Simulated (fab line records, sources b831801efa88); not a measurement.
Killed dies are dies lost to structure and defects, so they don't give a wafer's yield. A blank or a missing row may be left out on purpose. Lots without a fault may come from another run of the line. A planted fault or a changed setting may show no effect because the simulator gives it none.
fab line records | flow sky130
record lots=5 wafers=15 last_day=50
route steps=708 shown FIELD_ISO@4 PAD_OPEN@708
lots that met no fault: from a run of the same line without faults
start_h: hours from the record's first day to the start of the lot's first wafer shown | wait_h: hours since the lot's step before | " the same as in the row above | L1.1+2: a row that stands for several wafers | - no value, or no start given | * or withheld: withheld | < > ~ a bound
route shown NAME@n: a module of which the file shows steps, and the number in the route of the first | usual: mean/standard deviation of fault-free wafers | same: alike in all rows | chamber/n: place in a boat | sites: the reading at each site | _std_site: their standard deviation | _edge_site: outer sites' mean less inner sites' | radius_mm: how far each site lies from the wafer's centre | mask NAME#n: copy n | behind: the tool/chamber that last shaped the wafer | hold: why the lot was held/for how many hours/how that ended | device: the transistor (n, p or np) that didn't switch | end of line: the same wafers' tests at the end of the route | a step without rows: its recipe alone | killed: dies lost to structure and defects at the first sort, not the wafer's yield | map: a wafer's dies, x killed, . not, _ none there
set.NAME: the setting as run; set.NAME@STEP: as run at that earlier step | model.NAME: the simulator's own value behind a step, which no gauge read
lots at some steps of the route; a table a step, a row a wafer
services: from which hour (start_h, from the record's first day; less than 0 if before it) a tool's chamber was out of use, for how many hours, and why
## steps
# step SKY_FIELD_ISO_CVD_03
# recipe material=Si3N4 precursor=DCS/NH3 target_thk_nm=165 temp_c=764.4 time_s=2830 pressure_mtorr=250
# step SKY_FIELD_ISO_THK_MEAS_04
# recipe reads=Si3N4_of_FIELD_ISO_CVD_03
# usual FIELD_ISO_CVD_03_THK=148.1/1.3
# columns lot.wafer tool chamber start_h wait_h FIELD_ISO_CVD_03_THK[nm]
L461.1 film_metro-01 - 13.48 0.0 148.9
L461.2 " - " " 148.5
L461.4 " - " " 148.9
L465.1 film_metro-03 - 34.13 0.0 148.8
L465.3 " - " " 148.5
L465.4 " - " " 147.5
L470.2 film_metro-01 - 58.86 0.0 146.4
L470.3 " - " " 146.2
L470.4 " - " " 145.7
L481.2 film_metro-03 - 114.23 0.0 146.4
L481.3 " - " " 145.6
L481.5 " - " " 146.0
L482.2 film_metro-04 - 118.49 0.0 150.3
L482.3 " - " " 150.7
L482.5 " - " " 151.0
# step SKY_FIELD_ISO_DEHYDRATE_05
# recipe temp_c=200 time_s=60
# step SKY_FIELD_ISO_HMDS_06
# recipe prime_time_s=60 prime_temp_c=120
# step SKY_FIELD_ISO_COAT_07
# recipe resist=BARC temp_c=withheld time_s=withheld spin_rpm=3000 resist_thk_nm=60
# step SKY_FIELD_ISO_COAT_08
# recipe resist=KrF-thick spin_rpm=3000 resist_thk_nm=450
# step SKY_FIELD_ISO_SOFTBAKE_09
# recipe temp_c=100 time_s=90 resist=KrF-thick
# step SKY_FIELD_ISO_EXPOSE_10
# recipe mask_id=FOM na=0.68 source_shape=annular sigma_inner=0.4 sigma_outer=0.8 target_cd_nm=150 dose_mj=28
# step SKY_FIELD_ISO_PEB_11
# recipe peb_temp_c=withheld peb_time_s=withheld resist=KrF-thick
# step SKY_FIELD_ISO_DEVELOP_12
# recipe develop_time_s=60 resist=KrF-thick dev_temp_c=21
# step SKY_FIELD_ISO_CD_MEAS_13
# recipe target_cd_nm=150
# usual cd_nm=149.8/1.5
# columns lot.wafer tool chamber start_h wait_h cd_nm
L461.1 cd_sem-01 - 28.84 - 150.0
L461.2 " - " " 150.1
L461.4 " - " " 149.3
L465.1 cd_sem-01 - 49.37 - 145.7
L465.3 " - " " 145.3
L465.4 " - " " 146.6
L470.2 cd_sem-01 - 75.32 - 148.6
L470.3 " - " " 150.8
L470.4 " - " " 149.4
L481.2 cd_sem-02 - 133.02 - 152.4
L481.3 " - " " 151.5
L481.5 " - " " 151.1
L482.2 cd_sem-01 - 137.54 - 150.6
L482.3 " - " " 151.4
L482.5 " - " " 152.0
# step SKY_FIELD_ISO_ETCH_14
# recipe chemistry=N2/H2 target=BARC ion_energy_ev=200 source_w=500 bias_w=100 pressure_mtorr=30 n2_flow_sccm=100 h2_flow_sccm=200 stop_on=SiO2 time_s=47.97 target_depth_a=600
# usual drypump_motor_current_A=6.0/0.48 oes_product_au=0.846/0.0048 throttle_valve_pct=13.223/0.009
# columns lot.wafer tool chamber start_h wait_h drypump_motor_current_A oes_product_au rf_hours_counter_h throttle_valve_pct
L461.1 rie_diel-01 3 28.96 0.1 5.7 0.840 114 13.228
L461.2 " 0 " " 5.3 0.840 4 13.228
L461.4 " 2 " " 6.4 0.847 146 13.223
L465.1 rie_diel-01 3 49.49 0.1 5.7 0.850 114 13.226
L465.3 " 1 " " 6.8 0.846 39 13.228
L465.4 " 2 " " 6.4 0.854 146 13.236
L470.2 rie_diel-01 1 75.42 0.1 6.8 0.845 40 13.218
L470.3 " 0 " " 5.3 0.848 5 13.217
L470.4 " 2 " " 6.4 0.841 146 13.216
L481.2 rie_diel-04 1 133.12 0.1 6.6 0.849 30 13.226
L481.3 " 2 " " 6.3 0.844 27 13.232
L481.5 " 1 " " 6.6 0.850 - 13.225
L482.2 rie_diel-03 2 137.64 0.1 5.6 0.838 92 13.230
L482.3 " 1 " " 6.3 0.847 60 13.224
L482.5 " 3 " " 5.9 0.848 - 13.225
# step SKY_FIELD_ISO_ETCH_15
# recipe chemistry=CHF3/O2 target_depth_nm=180 stop_on=Si source_w=600 bias_w=200 pressure_mtorr=40 chf3_flow_sccm=50 O2_flow_sccm=5 time_s=72
# usual drypump_motor_current_A=6.0/0.47 oes_product_au=0.887/0.0067 throttle_valve_pct=8.826/0.0098
# columns lot.wafer tool chamber start_h wait_h drypump_motor_current_A oes_product_au rf_hours_counter_h throttle_valve_pct model.KrF-thick_of_FIELD_ISO_COAT_08.thk_nm
L461.1 rie_diel-01 3 29.00 0.0 5.7 0.886 114 8.829 232.2
L461.2 " 0 " " 5.3 0.888 4 8.843 229.5
L461.4 " 2 " " 6.4 0.890 146 8.838 234.7
L465.1 rie_diel-01 3 49.53 0.0 5.7 0.897 114 8.822 233.3
L465.3 " 1 " " 6.8 0.887 39 8.819 232.6
L465.4 " 2 " " 6.4 0.879 146 8.815 233.2
L470.2 rie_diel-01 1 75.46 0.0 6.7 0.883 40 8.823 233.8
L470.3 " 0 " " 5.3 0.874 5 8.821 249.8
L470.4 " 2 " " 6.4 0.882 146 8.847 233.3
L481.2 rie_diel-04 1 133.16 0.0 6.5 0.885 30 8.845 234.8
L481.3 " 2 " " 6.3 0.873 27 8.807 233.8
L481.5 " 1 " " 6.5 0.882 - 8.825 233
L482.2 rie_diel-03 2 137.68 0.0 5.6 0.898 93 8.844 232.4
L482.3 " 1 " " 6.3 0.893 60 8.820 237.2
L482.5 " 3 " " 5.9 0.895 - 8.824 235.6
# step SKY_FIELD_ISO_STRIP_16
# recipe chemistry=O2/N2 power_w=1400 pressure_mtorr=1500 platen_temp_c=withheld o2_flow_sccm=3000 n2_flow_sccm=300 overash_fraction=0.5
# usual drypump_motor_current_A=6.0/0.31 o2_flow_sccm=3000/9.6 oes_product_au=0.378/0.0045 strip_time_to_endpoint_s=3.524/0.026
# columns lot.wafer tool chamber start_h wait_h drypump_motor_current_A o2_flow_sccm oes_product_au rf_hours_counter_h strip_time_to_endpoint_s
L461.1 plasma_asher-03 1 29.06 0.0 6.4 3006 0.371 34 3.492
L461.2 " 0 " " 6.1 3004 0.370 34 3.482
L461.4 " 1 " " 6.5 3001 0.384 - 3.525
L465.1 plasma_asher-03 0 49.59 0.0 6.1 3005 0.380 36 3.499
L465.3 " 0 " " 6.1 3011 0.381 - 3.508
L465.4 " 1 " " 6.4 3010 0.376 - 3.515
L470.2 plasma_asher-01 0 75.52 0.0 5.8 3005 0.379 36 3.538
L470.3 " 1 " " 5.9 3003 0.380 - 3.706
L470.4 " 0 " " 5.8 3006 0.378 - 3.523
L481.2 plasma_asher-01 1 133.21 0.0 5.9 3002 0.379 2 3.540
L481.3 " 0 " " 5.8 3004 0.377 - 3.538
L481.5 " 0 " " 5.8 2989 0.379 - 3.509
L482.2 plasma_asher-02 0 137.74 0.0 5.5 3010 0.371 47 3.500
L482.3 " 0 " " 5.5 3011 0.385 - 3.533
L482.5 " 0 " " 5.5 3010 0.385 - 3.528
# step SKY_FIELD_ISO_ETCH_17
# recipe target_depth_a=3420 mask_material=Si3N4 chemistry=HBr/Cl2/O2 target=Si taper_deg=5 icp_w=600 bias_w=150 pressure_mtorr=15 HBr_flow_sccm=150 Cl2_flow_sccm=40 O2_flow_sccm=6 time_s=97.7
# usual drypump_motor_current_A=5.7/0.38 mfc_cl2_sccm=40.00/0.13 oes_product_au=1.005/0.0079 throttle_valve_pct=25.653/0.011
# columns lot.wafer tool chamber start_h wait_h drypump_motor_current_A mfc_cl2_sccm oes_product_au rf_hours_counter_h throttle_valve_pct
L461.1 rie_si-01 2 29.16 0.1 5.4 39.96 1.015 146 25.649
L461.2 " 1 " " 6.1 40.02 1.006 1 25.677
L461.4 " 3 " " 5.4 39.96 1.021 139 25.627
L465.1 rie_si-01 3 49.69 0.1 5.4 40.04 1.016 139 25.648
L465.3 " 2 " " 5.4 39.99 1.007 146 25.641
L465.4 " 0 " " 5.9 39.76 1.004 1 25.656
L470.2 rie_si-01 3 75.62 0.1 5.4 40.18 1.009 139 25.651
L470.3 " 2 " " 5.4 40.15 0.993 146 25.655
L470.4 " 0 " " 5.9 40.05 0.997 - 25.647
L481.2 rie_si-01 0 133.31 0.1 5.9 40.08 1.020 2 25.625
L481.3 " 1 " " 6.1 40.03 1.003 2 25.651
L481.5 " 2 " " 5.5 39.93 0.999 - 25.673
L482.2 rie_si-01 1 137.84 0.1 6.1 39.94 1.011 2 25.653
L482.3 " 0 " " 5.9 40.06 1.007 2 25.653
L482.5 " 1 " " 6.1 40.08 1.001 - 25.665
# step SKY_PAD_OPEN_PROBE_99
# usual killed_at_M0_to_M3=43/7.3 killed_at_M4_up=3.1/1.8 killed_at_contacts=24/5.4 killed_at_front_end=15/4.1 killed_at_other=0.2/0.52 killed_dies=86/10 killed_open=47/7.3 killed_short=39/6.4
# same gross_dies=492 killed_at_back_side=0
# columns lot.wafer tool chamber start_h wait_h killed_at_M0_to_M3 killed_at_M4_up killed_at_contacts killed_at_front_end killed_at_other killed_dies killed_open killed_short
L461.1 prober-01 - 1074.88 0.1 41 2 28 15 1 87 46 41
L461.2 prober-01 - 1074.93 0.1 40 3 25 7 0 75 50 25
L461.4 prober-01 - 1075.03 0.2 44 1 15 14 0 74 33 40
L465.1 prober-01 - 1101.37 0.1 41 1 24 12 0 78 41 37
L465.3 prober-01 - 1101.47 0.2 48 2 26 19 0 95 55 39
L465.4 prober-01 - 1101.52 0.2 54 3 20 11 1 89 48 41
# killed by level:class
L461.1 CONTACT:geometric_particle:open=12 VIA1:geometric_particle:short=9 VIA1:geometric_particle:open=9 VIA2:geometric_particle:open=8 CONTACT:geometric_particle:short=8 METAL1:geometric_particle:short=5 FIELD_ISO:geometric_particle:open=4 FIELD_ISO:geometric_particle:short=3
L461.2 CONTACT:geometric_particle:open=11 VIA1:geometric_particle:open=11 VIA1:geometric_particle:short=8 LI_CONTACT:geometric_particle:open=8 VIA2:geometric_particle:open=6 METAL2:geometric_particle:short=4 VIA3:geometric_particle:open=4 METAL3:geometric_particle:short=3
L461.4 VIA1:geometric_particle:short=8 METAL2:geometric_particle:short=8 VIA1:geometric_particle:open=7 LI_CONTACT:geometric_particle:open=6 METAL1:geometric_particle:open=5 METAL3:geometric_particle:short=4 CONTACT:geometric_particle:short=4 FIELD_ISO:geometric_particle:short=3
L465.1 LI_CONTACT:geometric_particle:open=9 CONTACT:geometric_particle:open=9 VIA1:geometric_particle:open=8 METAL1:geometric_particle:short=6 METAL2:geometric_particle:short=6 VIA3:geometric_particle:open=5 FIELD_ISO:geometric_particle:short=4 VIA2:geometric_particle:open=4
L465.3 CONTACT:geometric_particle:open=14 VIA1:geometric_particle:open=12 VIA2:geometric_particle:open=8 LI_CONTACT:geometric_particle:open=7 VIA3:geometric_particle:short=6 METAL1:geometric_particle:short=5 POLY_GATE:geometric_particle:short=4 FIELD_ISO:geometric_particle:short=3
L465.4 VIA1:geometric_particle:open=16 CONTACT:geometric_particle:open=10 VIA3:geometric_particle:open=8 METAL1:geometric_particle:short=6 VIA1:geometric_particle:short=5 METAL2:geometric_particle:short=5 VIA3:geometric_particle:short=5 LI_CONTACT:geometric_particle:open=4
## services
# columns tool chamber start_h hours kind
rie_si-01 - 24.51 0.5 repair
rie_diel-03 2 24.67 11.6 repair
rie_si-01 - 34.12 0.9 repair
plasma_asher-01 - 43.17 3.7 repair
rie_diel-04 0 49.55 - clean
rie_diel-03 0 54.90 9.4 repair
rie_si-01 2 58.47 6.2 repair
rie_si-01 3 59.74 4.4 repair
rie_si-01 1 74.35 2.1 repair
plasma_asher-03 - 89.49 14.6 pm
rie_diel-04 1 98.12 2.1 repair
rie_si-01 2 98.89 - clean
rie_si-01 2 98.89 15.8 scheduled_down
rie_si-01 2 98.89 15.8 vent_cycle
plasma_asher-01 - 108.75 9.0 pm
rie_diel-04 - 110.60 15.6 pm
rie_diel-01 1 112.96 35.3 repair
rie_diel-01 - 121.69 0.3 repair
rie_si-01 3 126.14 - clean
rie_si-01 3 126.14 13.5 scheduled_down
rie_si-01 3 126.14 13.5 vent_cycle
rie_diel-04 3 130.04 8.7 repair
rie_diel-03 - 130.41 2.1 repair
plasma_asher-03 - 136.41 10.1 repair
## key
first_sign step=SKY_FIELD_ISO_STRIP_16 reading=strip_time_to_endpoint_s direction=up sigmas=6.9 usual=* struck=*
effect none on later readings
model_effect step=SKY_FIELD_ISO_ETCH_15 value=KrF-thick_of_FIELD_ISO_COAT_08.thk_nm without=232.4 struck=249.8
met_at SKY_FIELD_ISO_ETCH_15
struck_wafers L470.3
tester_left_out L470
onset_between 29.00 75.46
fault kind=process_parameter_drift tool=rie_diel-01 chamber=0 onset_h=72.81 steps=SKY_FIELD_ISO_ETCH_15 channel=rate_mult offset=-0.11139 shape=step end_h=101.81
# tester_left_out: of these lots the tester's yield and bins aren't shown, on N5 and GAA mostly nor the transistor test; their killed dies are dies lost to structure and defects alone, not to doping, threshold or leakage, so they don't give the yield
